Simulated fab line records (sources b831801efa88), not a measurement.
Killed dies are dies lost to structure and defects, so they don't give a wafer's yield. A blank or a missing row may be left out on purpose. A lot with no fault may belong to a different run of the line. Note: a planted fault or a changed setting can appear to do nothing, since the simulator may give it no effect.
What tool caused it? ; flow sky130 ; 6 lots, 18 wafers sampled, at 1 step of a route of 708

## WHAT THE GAUGES READ, wafer by wafer
SKY_VIA2_THK_MEAS_23: measures by xrf.
lot;measured;on;VIA2_W_THK (nm)
L384;day 36 18:10;film-metro-02;419 418 420
L389;day 38 15:07;film-metro-02;429 430 437
L391;day 39 08:49;film-metro-02;406 423 426
L399;day 42 09:20;film-metro-04;429 414 413
L401;day 42 14:37;film-metro-04;418 414 421
L404;day 43 06:11;film-metro-04;419 419 419

## WHICH TOOL RAN EACH LOT (tool, then ch and the chambers of the sampled wafers, then the start)
Record: no process step prior to these readings.

## THE ANSWER, worked out from the rows above alone
Rule: the lots themselves supply what counts as usual. Put in order of their means at a reading, lots are off if they are a third of the lots or fewer, leave a main group of 4 or more, and stand apart from it by a gap of 3 or more times the standard deviation of the main group's means; of several such gaps the widest counts. A main group whose means are all the same, to the digits that the tables above print for the reading, isn't used. A lot without any number at a reading at which 4 lots or more have one is off too. Where the step has rows for the other lots, those lots are counted as sound.
Off: at SKY_VIA2_THK_MEAS_23 (VIA2_W_THK), L389. Mean 419 nm and standard deviation 0.5 in the main group.
A tool fits if, at a process step before that reading, it ran every lot that is off, and no sound lot after the first of them. Those tools and the gauges at SKY_VIA2_THK_MEAS_23 are tried in the same way. Of those tried, none fits.

## WHAT HAD BEEN PUT IN BY THE SIMULATOR
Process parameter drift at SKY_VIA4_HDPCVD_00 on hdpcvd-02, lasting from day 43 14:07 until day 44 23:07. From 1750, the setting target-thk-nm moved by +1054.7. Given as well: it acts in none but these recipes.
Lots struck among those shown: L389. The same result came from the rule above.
